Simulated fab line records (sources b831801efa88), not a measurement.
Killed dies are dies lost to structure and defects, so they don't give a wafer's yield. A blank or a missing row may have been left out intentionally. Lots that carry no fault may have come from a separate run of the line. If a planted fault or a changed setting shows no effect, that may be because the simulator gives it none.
fab line records	flow sky130
[record] lots = 12	wafers = 36	last-day = 50
route steps=708 shown PWDE@84 VT_ADJUST_HVTP@93 SONOS_ONO@181 GATE_OXIDE@198 PAD_OPEN@708
lots untouched by any fault: they come from a run of this same line in which no faults occurred
start-h: the number of hours between the record's first day and the start of the first shown wafer of the lot	wait-h: how many hours have passed since the lot's step before this one	" the same as in the row above	L1.1+2: one row covering several wafers at once	- no value present, or no start provided	* or withheld: withheld	< > ~ a bound
route shown NAME@n: names a module that has steps shown in the file, with the first one's number in the route	usual: the fault-free wafers' mean and standard deviation	same: alike in all rows	chamber/n: place in a boat	sites: each site's reading	_std_site: standard deviation across them	_edge_site: inner sites' mean taken away from outer sites' mean	radius-mm: for every site, how far away it sits from the centre of the wafer	mask NAME#n: copy n	behind: tool/chamber where the wafer was last shaped	hold: what put the lot on hold/how long, in hours/how the hold closed	device: which transistor (n, p or np) failed to switch	end of line: tests run on the same wafers once the route is complete	where a step has no rows: the recipe by itself	killed: the dies lost at the first sort to structure and to defects; this is not the yield of the wafer	map: a wafer's dies, x killed, . not, _ none there
set.NAME: the setting as run; set.NAME@STEP: as run at that earlier step	model.NAME: the simulator's own value behind a step, which no gauge read
steps of the route over a sample of lots; a table a step, a row a wafer
services: when a tool's chamber went out of use (start-h, in hours from the record's first day, below 0 if earlier), for how many hours, and the reason
[[steps]]
[step SKY_NWELL_RS_MEAS_31]
[recipe] thk-meas-gauge = four-point-probe
[usual] PWDE_RS = 5282/19
lot.wafer	tool	chamber	start-h	wait-h	PWDE_RS[ohm/sq]
L984.4	film-metro-04	-	136.39	0.1	5306
L984.5	"	-	"	"	5324
L984.6	"	-	"	"	5324
L985.1	film-metro-04	-	141.38	0.1	5296
L985.4	"	-	"	"	5287
L985.5	"	-	"	"	5291
L986.1	film-metro-04	-	148.49	0.1	5256
L986.2	"	-	"	"	5250
L986.6	"	-	"	"	5256
L989.2	film-metro-03	-	165.50	0.1	5253
L989.3	"	-	"	"	5259
L989.4	"	-	"	"	5254
L991.1	film-metro-02	-	177.85	0.1	5307
L991.4	"	-	"	"	5289
L991.5	"	-	"	"	5299
L992.1	film-metro-04	-	182.08	0.1	5313
L992.2	"	-	"	"	5292
L992.5	"	-	"	"	5274
L993.2	film-metro-03	-	189.10	0.1	5297
L993.3	"	-	"	"	5284
L993.6	"	-	"	"	5289
L994.1	film-metro-04	-	197.03	0.1	5277
L994.2	"	-	"	"	5265
L994.5	"	-	"	"	5264
L995.2	film-metro-03	-	208.06	0.1	5293
L995.4	"	-	"	"	5261
L995.6	"	-	"	"	5272
L996.1	film-metro-02	-	213.00	0.1	5311
L996.3	"	-	"	"	5307
L996.5	"	-	"	"	5296
L997.2	film-metro-02	-	216.35	0.1	5245
L997.4	"	-	"	"	5241
L997.5	"	-	"	"	5250
L102.2	film-metro-03	-	245.66	0.1	5282
L102.4	"	-	"	"	5267
L102.5	"	-	"	"	5276
[step SKY_VT_ADJUST_HVTP_OVL_MEAS_08]
[usual] VT_ADJUST_HVTP_OVL = -1.0/1.5
lot.wafer	tool	chamber	start-h	wait-h	VT_ADJUST_HVTP_OVL[nm]
L984.4	overlay-02	-	156.34	0.1	-0.2
L984.5	"	-	"	"	-0.5
L984.6	"	-	"	"	0.2
L985.1	overlay-01	-	160.89	0.1	-4.4
L985.4	"	-	"	"	-3.7
L985.5	"	-	"	"	-3.3
L986.1	overlay-02	-	168.70	0.1	1.8
L986.2	"	-	"	"	0.8
L986.6	"	-	"	"	1.3
L989.2	overlay-02	-	186.87	0.1	-0.7
L989.3	"	-	"	"	-2.3
L989.4	"	-	"	"	-2.3
L991.1	overlay-01	-	198.92	0.1	-0.4
L991.4	"	-	"	"	-0.6
L991.5	"	-	"	"	0.1
L992.1	overlay-02	-	203.12	0.1	-2.2
L992.2	"	-	"	"	-1.3
L992.5	"	-	"	"	-0.7
L993.2	overlay-02	-	211.04	0.1	-1.5
L993.3	"	-	"	"	-1.6
L993.6	"	-	"	"	-2.4
L994.1	overlay-02	-	218.14	0.1	-3.8
L994.2	"	-	"	"	-4.2
L994.5	"	-	"	"	-3.7
L995.2	overlay-02	-	231.19	0.1	0.3
L995.4	"	-	"	"	0.5
L995.6	"	-	"	"	0.8
L996.1	overlay-01	-	235.99	0.1	-2.2
L996.3	"	-	"	"	-1.8
L996.5	"	-	"	"	-1.2
L997.2	overlay-02	-	239.22	0.1	-0.7
L997.4	"	-	"	"	0.7
L997.5	"	-	"	"	0.7
L102.2	overlay-01	-	269.26	0.1	-2.5
L102.4	"	-	"	"	0.9
L102.5	"	-	"	"	-1.2
[step SKY_SONOS_ONO_CD_MEAS_13]
[recipe] target-cd-nm = 410
[usual] cd-nm = 410.0/2.8
lot.wafer	tool	chamber	start-h	wait-h	cd-nm
L984.4	cd-sem-01	-	323.66	0.1	410.6
L984.5	"	-	"	"	409.7
L984.6	"	-	"	"	409.5
L985.1	cd-sem-02	-	328.63	0.1	412.0
L985.4	"	-	"	"	411.0
L985.5	"	-	"	"	408.2
L986.1	cd-sem-01	-	341.75	0.1	410.0
L986.2	"	-	"	"	409.0
L986.6	"	-	"	"	409.1
L989.2	cd-sem-01	-	365.37	0.1	409.9
L989.3	"	-	"	"	409.6
L989.4	"	-	"	"	410.2
L991.1	cd-sem-01	-	380.90	0.1	409.9
L991.4	"	-	"	"	408.8
L991.5	"	-	"	"	411.3
L992.1	cd-sem-02	-	389.70	0.1	413.9
L992.2	"	-	"	"	414.8
L992.5	"	-	"	"	416.3
L993.2	cd-sem-02	-	394.40	0.1	406.2
L993.3	"	-	"	"	406.5
L993.6	"	-	"	"	408.5
L994.1	cd-sem-01	-	401.65	0.1	411.2
L994.2	"	-	"	"	408.9
L994.5	"	-	"	"	409.1
L995.2	cd-sem-01	-	417.72	0.1	413.6
L995.4	"	-	"	"	414.6
L995.6	"	-	"	"	413.8
L996.1	cd-sem-02	-	427.03	0.1	411.2
L996.3	"	-	"	"	409.1
L996.5	"	-	"	"	411.9
L997.2	cd-sem-02	-	428.87	0.1	412.6
L997.4	"	-	"	"	414.1
L997.5	"	-	"	"	413.8
L102.2	cd-sem-01	-	472.55	0.1	411.5
L102.4	"	-	"	"	413.8
L102.5	"	-	"	"	412.3
[step SKY_GATE_OXIDE_IMPLANT_11]
[recipe] species = B	energy-kev = 10	dose-cm2 = 2.6e+12	tilt-deg = withheld
[usual] dose-ions-cm2 = 2.6e+12/3.3e+09	end-station-pressure-torr = 5.04e-06/2.7e-07	faraday-current-uA = 14.7/0.32
lot.wafer	tool	chamber	start-h	wait-h	dose-ions-cm2	end-station-pressure-torr	faraday-current-uA
L985.1	implanter-01	0	357.53	0.0	2.604e+12	5.18e-06	14.5
L985.4	"	0	"	"	2.597e+12	4.93e-06	14.3
L985.5	"	0	"	"	2.603e+12	4.59e-06	14.4
L984.4	implanter-03	0	357.91	0.1	2.597e+12	5.1e-06	14.6
L984.5	"	0	"	"	2.596e+12	5.27e-06	14.9
L984.6	"	0	"	"	2.603e+12	4.94e-06	14.7
L986.1	implanter-04	0	371.98	0.0	2.596e+12	4.85e-06	14.7
L986.2	"	0	"	"	2.598e+12	5.06e-06	14.5
L986.6	"	0	"	"	2.599e+12	5.1e-06	14.5
L989.2	implanter-03	0	396.31	0.0	2.596e+12	5.25e-06	14.4
L989.3	"	0	"	"	2.595e+12	4.91e-06	15.0
L989.4	"	0	"	"	2.598e+12	5.16e-06	14.7
L991.1	implanter-01	0	411.08	0.0	2.598e+12	5.22e-06	14.9
L991.4	"	0	"	"	2.601e+12	4.39e-06	14.8
L991.5	"	0	"	"	2.601e+12	5.14e-06	14.1
L992.1	implanter-01	0	420.78	0.0	2.602e+12	5.07e-06	14.7
L992.2	"	0	"	"	2.602e+12	4.67e-06	14.4
L992.5	"	0	"	"	2.601e+12	5.13e-06	15.3
L993.2	implanter-01	0	426.98	0.0	8.86e+12	5.05e-06	49.2
L993.3	"	0	"	"	8.858e+12	4.88e-06	50.6
L993.6	"	0	"	"	8.862e+12	5.09e-06	48.7
L994.1	implanter-03	0	434.65	0.0	2.602e+12	5.19e-06	15.2
L994.2	"	0	"	"	2.597e+12	5.1e-06	14.8
L994.5	"	0	"	"	2.603e+12	5.05e-06	14.6
L995.2	implanter-01	0	449.86	0.0	8.862e+12	5.51e-06	50.5
L995.4	"	0	"	"	8.858e+12	4.89e-06	49.2
L995.6	"	0	"	"	8.859e+12	4.94e-06	47.9
L996.1	implanter-03	0	464.73	0.0	2.599e+12	4.84e-06	14.8
L996.3	"	0	"	"	2.603e+12	4.69e-06	14.1
L996.5	"	0	"	"	2.6e+12	5e-06	15.0
L997.2	implanter-03	0	465.06	0.0	2.601e+12	5.05e-06	14.9
L997.4	"	0	"	"	2.6e+12	5.38e-06	14.7
L997.5	"	0	"	"	2.603e+12	5.15e-06	14.8
L102.2	implanter-03	0	504.86	0.0	2.605e+12	4.56e-06	15.1
L102.4	"	0	"	"	2.603e+12	4.99e-06	14.7
L102.5	"	0	"	"	2.605e+12	5.08e-06	15.4
[step SKY_GATE_OXIDE_TW_MEAS_14]
[usual] GATE_OXIDE_TW = 222.8/2.4
lot.wafer	tool	chamber	start-h	wait-h	hold	GATE_OXIDE_TW
L985.1	film-metro-03	-	357.89	0.1	-	222.0
L985.4	"	-	"	"	-	221.5
L985.5	"	-	"	"	-	221.4
L984.4	film-metro-04	-	358.21	0.1	-	221.8
L984.5	"	-	"	"	-	222.4
L984.6	"	-	"	"	-	223.1
L986.1	film-metro-04	-	372.36	0.1	-	223.3
L986.2	"	-	"	"	-	223.1
L986.6	"	-	"	"	-	224.0
L989.2	film-metro-02	-	396.65	0.1	-	226.6
L989.3	"	-	"	"	-	224.8
L989.4	"	-	"	"	-	225.8
L991.1	film-metro-02	-	411.43	0.1	-	224.0
L991.4	"	-	"	"	-	224.3
L991.5	"	-	"	"	-	223.9
L992.1	film-metro-03	-	421.14	0.1	-	218.7
L992.2	"	-	"	"	-	220.1
L992.5	"	-	"	"	-	220.2
L993.2	film-metro-03	-	427.33	0.1	await-dispo/0.2h/release	314.1
L993.3	"	-	"	"	await-dispo/0.2h/release	314.3
L993.6	"	-	"	"	await-dispo/0.2h/release	315.0
L993.2	film-metro-03	-	427.56	0.2	-	314.0
L993.3	"	-	"	"	-	314.3
L993.6	"	-	"	"	-	313.6
L994.1	film-metro-02	-	435.00	0.1	-	224.8
L994.2	"	-	"	"	-	226.9
L994.5	"	-	"	"	-	225.4
L995.2	film-metro-02	-	450.20	0.1	await-dispo/0.2h/release	324.5
L995.4	"	-	"	"	await-dispo/0.2h/release	323.4
L995.6	"	-	"	"	await-dispo/0.2h/release	323.9
L995.2	film-metro-02	-	450.42	0.2	-	324.5
L995.4	"	-	"	"	-	322.9
L995.6	"	-	"	"	-	323.3
L996.1	film-metro-04	-	465.09	0.1	-	223.0
L996.3	"	-	"	"	-	224.5
L996.5	"	-	"	"	-	222.3
L997.2	film-metro-04	-	465.39	0.1	-	223.9
L997.4	"	-	"	"	-	223.1
L997.5	"	-	"	"	-	222.9
L102.2	film-metro-04	-	505.19	0.1	-	224.1
L102.4	"	-	"	"	-	222.8
L102.5	"	-	"	"	-	223.4
[step SKY_PAD_OPEN_PROBE_99]
[usual] killed_at_M0_to_M3 = 42/6.3	killed_at_M4_up = 2.8/1.9	killed-at-contacts = 23/5.3	killed-at-front-end = 16/4.3	killed-at-other = 0.2/0.51	killed-dies = 84/9.3	killed-open = 46/7.6	killed-short = 38/6.3
[same] gross-dies = 492	killed-at-back-side = 0
lot.wafer	tool	chamber	start-h	wait-h	hold	killed_at_M0_to_M3	killed_at_M4_up	killed-at-contacts	killed-at-front-end	killed-at-other	killed-dies	killed-open	killed-short
L984.4	prober-02	-	1117.38	0.2	-	55	0	25	15	0	95	50	45
L984.5	prober-02	-	1117.43	0.2	-	33	7	25	21	0	86	48	38
L984.6	prober-02	-	1117.48	0.2	-	50	3	33	19	0	105	64	41
L985.1	prober-01	-	1118.36	0.1	-	44	0	16	15	0	75	36	39
L985.4	prober-01	-	1118.51	0.2	-	46	2	22	19	0	89	38	51
L985.5	prober-01	-	1118.56	0.2	-	50	2	25	16	0	93	47	46
L986.1	prober-01	-	1135.36	0.1	-	39	1	25	10	1	76	52	24
L986.2	prober-01	-	1135.41	0.1	-	40	1	21	12	1	75	43	32
L986.6	prober-01	-	1135.61	0.2	-	33	0	35	7	0	75	52	23
L991.1	prober-01	-	1151.84	0.1	-	49	0	19	12	0	80	53	27
L991.4	prober-01	-	1151.99	0.2	-	44	3	34	20	0	101	58	43
L991.5	prober-01	-	1152.04	0.2	-	31	5	19	15	0	70	37	33
L992.1	prober-02	-	1158.78	0.1	-	42	4	30	19	0	95	52	43
L992.2	prober-02	-	1158.83	0.1	-	47	1	16	9	1	74	36	38
L992.5	prober-02	-	1158.98	0.2	-	42	1	23	15	0	81	46	35
L993.2	prober-01	-	1167.57	0.1	await-dispo/4.9h/release	53	2	28	22	0	105	62	43
L993.3	prober-01	-	1167.62	0.2	await-dispo/4.9h/release	36	5	23	19	0	83	46	37
L993.6	prober-01	-	1167.77	0.2	await-dispo/4.9h/release	42	5	22	21	0	90	53	37
L994.1	prober-02	-	1175.15	0.1	-	36	2	28	13	1	80	38	42
L994.2	prober-02	-	1175.20	0.1	-	33	3	24	18	1	79	38	41
L994.5	prober-02	-	1175.35	0.2	-	45	1	23	16	0	85	49	36
L989.2	prober-01	-	1176.62	0.1	-	38	5	29	17	0	89	44	45
L989.3	prober-01	-	1176.67	0.2	-	48	4	19	19	1	91	46	45
L989.4	prober-01	-	1176.72	0.2	-	36	2	26	13	0	77	40	37
L995.2	prober-02	-	1178.00	0.1	await-dispo/4.7h/release	35	2	25	16	0	78	32	46
L995.4	prober-02	-	1178.10	0.2	await-dispo/4.7h/release	47	1	27	20	0	95	47	48
L995.6	prober-02	-	1178.20	0.2	await-dispo/4.7h/release	51	3	42	20	0	116	69	47
L997.2	prober-01	-	1184.04	0.1	-	34	3	17	14	0	68	37	31
L997.4	prober-01	-	1184.14	0.2	-	42	1	22	16	0	81	43	38
L997.5	prober-01	-	1184.19	0.2	-	35	3	22	13	0	73	36	37
L996.1	prober-02	-	1185.90	0.1	-	49	1	22	18	0	90	55	35
L996.3	prober-02	-	1186.00	0.2	-	38	1	10	12	0	61	34	27
L996.5	prober-02	-	1186.10	0.2	-	37	5	28	9	0	79	44	35
L102.2	prober-01	-	1205.43	0.1	-	54	3	29	15	0	101	57	44
L102.4	prober-01	-	1205.53	0.2	-	43	2	34	20	0	99	63	36
L102.5	prober-01	-	1205.58	0.2	-	60	1	25	16	0	102	55	47
// killed by level:class
L984.4 VIA1:geometric-particle:open=16 CONTACT:geometric-particle:open=12 VIA3:geometric-particle:short=7 VIA1:geometric-particle:short=7 LOCAL_INTERCONNECT:geometric-particle:short=6 METAL2:geometric-particle:short=5 VIA3:geometric-particle:open=5 POLY_GATE:geometric-particle:short=4
L984.5 VIA1:geometric-particle:open=9 VIA2:geometric-particle:open=6 LI_CONTACT:geometric-particle:open=6 CONTACT:geometric-particle:short=6 LOCAL_INTERCONNECT:geometric-particle:short=5 CONTACT:geometric-particle:open=5 METAL2:geometric-particle:short=5 FIELD_ISO:geometric-particle:open=4
L984.6 LI_CONTACT:geometric-particle:open=12 CONTACT:geometric-particle:open=12 VIA1:geometric-particle:open=10 VIA2:geometric-particle:open=9 METAL1:geometric-particle:short=6 METAL3:geometric-particle:short=6 FIELD_ISO:geometric-particle:short=5 VIA3:geometric-particle:open=5
L985.1 VIA1:geometric-particle:open=10 POLY_GATE:geometric-particle:short=6 VIA1:geometric-particle:short=5 VIA3:geometric-particle:short=5 POLY_GATE:geometric-particle:open=4 LI_CONTACT:geometric-particle:open=4 VIA2:geometric-particle:open=4 METAL3:geometric-particle:short=4
L985.4 VIA1:geometric-particle:open=14 METAL2:geometric-particle:short=9 POLY_GATE:geometric-particle:short=7 CONTACT:geometric-particle:open=7 LOCAL_INTERCONNECT:geometric-particle:short=6 VIA1:geometric-particle:short=6 METAL1:geometric-particle:short=5 LI_CONTACT:geometric-particle:open=4
L985.5 VIA1:geometric-particle:open=15 CONTACT:geometric-particle:short=6 CONTACT:geometric-particle:open=6 POLY_GATE:geometric-particle:open=5 LI_CONTACT:geometric-particle:open=5 METAL1:geometric-particle:short=5 METAL2:geometric-particle:short=5 VIA3:geometric-particle:open=5
L986.1 VIA1:geometric-particle:open=17 CONTACT:geometric-particle:open=10 LI_CONTACT:geometric-particle:open=8 VIA2:geometric-particle:open=5 METAL1:geometric-particle:short=4 FIELD_ISO:geometric-particle:open=3 POLY_GATE:geometric-particle:short=3 CONTACT:geometric-particle:short=3
L986.2 VIA1:geometric-particle:open=14 CONTACT:geometric-particle:open=8 LI_CONTACT:geometric-particle:open=6 VIA3:geometric-particle:open=5 METAL2:geometric-particle:short=4 VIA2:geometric-particle:short=4 LI_CONTACT:geometric-particle:short=3 FIELD_ISO:geometric-particle:short=3
L986.6 CONTACT:geometric-particle:open=17 VIA1:geometric-particle:open=10 LI_CONTACT:geometric-particle:open=9 VIA2:geometric-particle:open=6 VIA3:geometric-particle:open=6 CONTACT:geometric-particle:short=5 FIELD_ISO:geometric-particle:short=4 LOCAL_INTERCONNECT:geometric-particle:short=3
L991.1 VIA3:geometric-particle:open=10 VIA2:geometric-particle:open=10 LI_CONTACT:geometric-particle:open=8 VIA1:geometric-particle:open=8 METAL1:geometric-particle:short=6 CONTACT:geometric-particle:open=5 METAL2:geometric-particle:short=5 FIELD_ISO:geometric-particle:open=4
L991.4 VIA1:geometric-particle:open=11 CONTACT:geometric-particle:open=11 LI_CONTACT:geometric-particle:open=9 VIA3:geometric-particle:open=8 POLY_GATE:geometric-particle:short=6 METAL1:geometric-particle:short=6 FIELD_ISO:geometric-particle:short=5 CONTACT:geometric-particle:short=5
L991.5 FIELD_ISO:geometric-particle:short=8 CONTACT:geometric-particle:open=8 METAL1:geometric-particle:short=7 LI_CONTACT:geometric-particle:open=7 VIA1:geometric-particle:short=7 VIA2:geometric-particle:open=6 VIA1:geometric-particle:open=3 VIA3:geometric-particle:open=3
L992.1 CONTACT:geometric-particle:open=10 FIELD_ISO:geometric-particle:short=9 VIA1:geometric-particle:open=9 LOCAL_INTERCONNECT:geometric-particle:short=7 LI_CONTACT:geometric-particle:open=7 VIA3:geometric-particle:open=7 VIA2:geometric-particle:open=6 METAL2:geometric-particle:short=4
L992.2 VIA1:geometric-particle:open=15 LI_CONTACT:geometric-particle:open=6 METAL1:geometric-particle:short=5 VIA2:geometric-particle:open=5 METAL3:geometric-particle:short=5 METAL2:geometric-particle:short=4 LI_CONTACT:geometric-particle:short=4 VIA2:geometric-particle:short=4
L992.5 CONTACT:geometric-particle:open=10 VIA1:geometric-particle:short=9 VIA1:geometric-particle:open=8 FIELD_ISO:geometric-particle:open=5 LI_CONTACT:geometric-particle:open=5 POLY_GATE:geometric-particle:open=5 LOCAL_INTERCONNECT:geometric-particle:short=5 VIA2:geometric-particle:open=5
L993.2 CONTACT:geometric-particle:open=13 VIA1:geometric-particle:open=11 VIA3:geometric-particle:open=9 VIA2:geometric-particle:open=8 FIELD_ISO:geometric-particle:open=7 METAL2:geometric-particle:short=6 FIELD_ISO:geometric-particle:short=5 CONTACT:geometric-particle:short=5
L993.3 VIA1:geometric-particle:open=13 METAL1:geometric-particle:short=8 FIELD_ISO:geometric-particle:short=7 LI_CONTACT:geometric-particle:open=7 CONTACT:geometric-particle:open=7 VIA2:geometric-particle:open=7 CONTACT:geometric-particle:short=5 POLY_GATE:geometric-particle:short=4
L993.6 VIA1:geometric-particle:open=10 VIA3:geometric-particle:open=8 CONTACT:geometric-particle:open=7 CONTACT:geometric-particle:short=7 FIELD_ISO:geometric-particle:open=6 LI_CONTACT:geometric-particle:open=6 FIELD_ISO:geometric-particle:short=5 METAL4:geometric-particle:short=5
L994.1 LI_CONTACT:geometric-particle:open=10 CONTACT:geometric-particle:open=7 METAL1:geometric-particle:short=6 POLY_GATE:geometric-particle:short=5 VIA1:geometric-particle:open=5 VIA2:geometric-particle:open=5 METAL2:geometric-particle:short=5 LI_CONTACT:geometric-particle:short=4
L994.2 LOCAL_INTERCONNECT:geometric-particle:short=8 VIA1:geometric-particle:open=7 FIELD_ISO:geometric-particle:short=6 CONTACT:geometric-particle:open=6 FIELD_ISO:geometric-particle:open=5 CONTACT:geometric-particle:short=5 METAL1:geometric-particle:short=5 LI_CONTACT:geometric-particle:open=4
L994.5 VIA1:geometric-particle:open=15 CONTACT:geometric-particle:open=9 LI_CONTACT:geometric-particle:open=7 VIA1:geometric-particle:short=6 METAL2:geometric-particle:short=5 VIA3:geometric-particle:open=5 FIELD_ISO:geometric-particle:open=4 POLY_GATE:geometric-particle:short=4
L989.2 CONTACT:geometric-particle:open=10 VIA2:geometric-particle:open=8 VIA1:geometric-particle:open=7 FIELD_ISO:geometric-particle:short=6 POLY_GATE:geometric-particle:open=6 LOCAL_INTERCONNECT:geometric-particle:short=6 CONTACT:geometric-particle:short=6 LI_CONTACT:geometric-particle:open=5
L989.3 VIA1:geometric-particle:open=9 CONTACT:geometric-particle:open=8 CONTACT:geometric-particle:short=8 METAL1:geometric-particle:short=8 VIA3:geometric-particle:open=7 METAL2:geometric-particle:short=6 FIELD_ISO:geometric-particle:open=5 VIA2:geometric-particle:open=5
L989.4 CONTACT:geometric-particle:open=9 VIA1:geometric-particle:open=9 LI_CONTACT:geometric-particle:open=6 VIA2:geometric-particle:open=6 METAL2:geometric-particle:short=6 CONTACT:geometric-particle:short=5 FIELD_ISO:geometric-particle:open=4 LOCAL_INTERCONNECT:geometric-particle:short=4
L995.2 CONTACT:geometric-particle:short=9 METAL2:geometric-particle:short=8 FIELD_ISO:geometric-particle:short=7 METAL1:geometric-particle:short=7 CONTACT:geometric-particle:open=6 VIA1:geometric-particle:open=5 VIA3:geometric-particle:open=4 LI_CONTACT:geometric-particle:open=4
L995.4 VIA2:geometric-particle:open=11 CONTACT:geometric-particle:open=9 METAL2:geometric-particle:short=8 LI_CONTACT:geometric-particle:open=7 FIELD_ISO:geometric-particle:short=6 METAL1:geometric-particle:short=6 VIA1:geometric-particle:open=6 POLY_GATE:geometric-particle:short=5
L995.6 CONTACT:geometric-particle:open=16 METAL1:geometric-particle:short=10 VIA1:geometric-particle:open=9 VIA2:geometric-particle:open=8 LI_CONTACT:geometric-particle:short=7 LOCAL_INTERCONNECT:geometric-particle:short=7 LI_CONTACT:geometric-particle:open=6 VIA3:geometric-particle:open=6
L997.2 VIA2:geometric-particle:open=11 VIA1:geometric-particle:open=7 LI_CONTACT:geometric-particle:open=6 VIA1:geometric-particle:short=6 CONTACT:geometric-particle:open=5 POLY_GATE:geometric-particle:short=4 CONTACT:geometric-particle:short=4 VIA3:geometric-particle:open=4
L997.4 VIA1:geometric-particle:open=13 LI_CONTACT:geometric-particle:open=9 METAL1:geometric-particle:short=7 CONTACT:geometric-particle:open=6 VIA3:geometric-particle:open=6 FIELD_ISO:geometric-particle:short=5 POLY_GATE:geometric-particle:short=5 VIA2:geometric-particle:open=4
L997.5 CONTACT:geometric-particle:open=9 POLY_GATE:geometric-particle:short=7 VIA3:geometric-particle:open=6 VIA1:geometric-particle:open=6 LOCAL_INTERCONNECT:geometric-particle:short=5 VIA2:geometric-particle:open=5 LI_CONTACT:geometric-particle:open=4 METAL2:geometric-particle:short=3
L996.1 VIA2:geometric-particle:open=16 VIA1:geometric-particle:open=11 CONTACT:geometric-particle:open=9 FIELD_ISO:geometric-particle:short=8 LI_CONTACT:geometric-particle:open=7 FIELD_ISO:geometric-particle:open=4 CONTACT:geometric-particle:short=4 METAL2:geometric-particle:short=4
L996.3 VIA1:geometric-particle:open=13 VIA2:geometric-particle:open=6 VIA3:geometric-particle:open=5 CONTACT:geometric-particle:open=4 SPACER:geometric-particle:short=3 CONTACT:geometric-particle:short=3 METAL1:geometric-particle:short=3 METAL2:geometric-particle:short=3
L996.5 CONTACT:geometric-particle:open=10 LI_CONTACT:geometric-particle:open=9 VIA1:geometric-particle:open=7 VIA1:geometric-particle:short=6 CONTACT:geometric-particle:short=5 METAL4:geometric-particle:short=5 VIA2:geometric-particle:open=4 METAL3:geometric-particle:short=4
L102.2 VIA1:geometric-particle:open=15 CONTACT:geometric-particle:open=14 VIA1:geometric-particle:short=9 VIA3:geometric-particle:open=8 CONTACT:geometric-particle:short=6 METAL2:geometric-particle:short=6 POLY_GATE:geometric-particle:short=5 LI_CONTACT:geometric-particle:open=5
L102.4 CONTACT:geometric-particle:open=18 VIA1:geometric-particle:open=12 VIA3:geometric-particle:open=8 POLY_GATE:geometric-particle:short=7 LI_CONTACT:geometric-particle:open=7 VIA1:geometric-particle:short=7 VIA2:geometric-particle:open=6 FIELD_ISO:geometric-particle:open=4
L102.5 CONTACT:geometric-particle:open=13 VIA2:geometric-particle:open=10 METAL2:geometric-particle:short=9 VIA1:geometric-particle:open=8 METAL1:geometric-particle:short=7 VIA1:geometric-particle:short=5 VIA2:geometric-particle:short=5 VIA3:geometric-particle:short=5
[[services]]
tool	chamber	start-h	hours	kind
implanter-04	-	341.64	2.8	repair
implanter-01	-	414.37	4.4	repair
implanter-04	-	463.52	2.4	repair
implanter-03	-	494.49	1.8	repair
implanter-04	-	499.63	3.0	repair
[[key]]
[first-sign] step = SKY_GATE_OXIDE_IMPLANT_11	reading = dose-ions-cm2	direction = up	sigmas = 99+	usual = *	struck = *
[effect] step = SKY_GATE_OXIDE_IMPLANT_11	reading = faraday-current-uA	direction = up	sigmas = 99+	usual = 14.7	struck = 49.4
[effect] step = SKY_GATE_OXIDE_TW_MEAS_14	reading = visit	direction = added
[effect] step = SKY_GATE_OXIDE_TW_MEAS_14	reading = GATE_OXIDE_TW	direction = up	sigmas = 40	usual = 222.8	struck = 319.2
[effect] step = SKY_PAD_OPEN_PROBE_99	reading = hold	direction = added
met-at SKY_GATE_OXIDE_IMPLANT_11
struck-lots L993,L995
tester-left-out L993,L995
not-acting-at SKY_NWELL_RS_MEAS_31,SKY_VT_ADJUST_HVTP_OVL_MEAS_08,SKY_SONOS_ONO_CD_MEAS_13
onset-between 420.78 426.98
[fault] kind = process-parameter-drift	tool = implanter-01	chamber = -	onset-h = 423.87	steps = SKY_GATE_OXIDE_IMPLANT_11	channel = dose-cm2	offset = *	shape = step	end-h = 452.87	acts-in = *	stated = *
// tester-left-out: of these lots the tester's yield and bins aren't shown, on N5 and GAA mostly nor the transistor test; their killed dies are dies lost to structure and defects alone, not to doping, threshold or leakage, so they don't give the yield
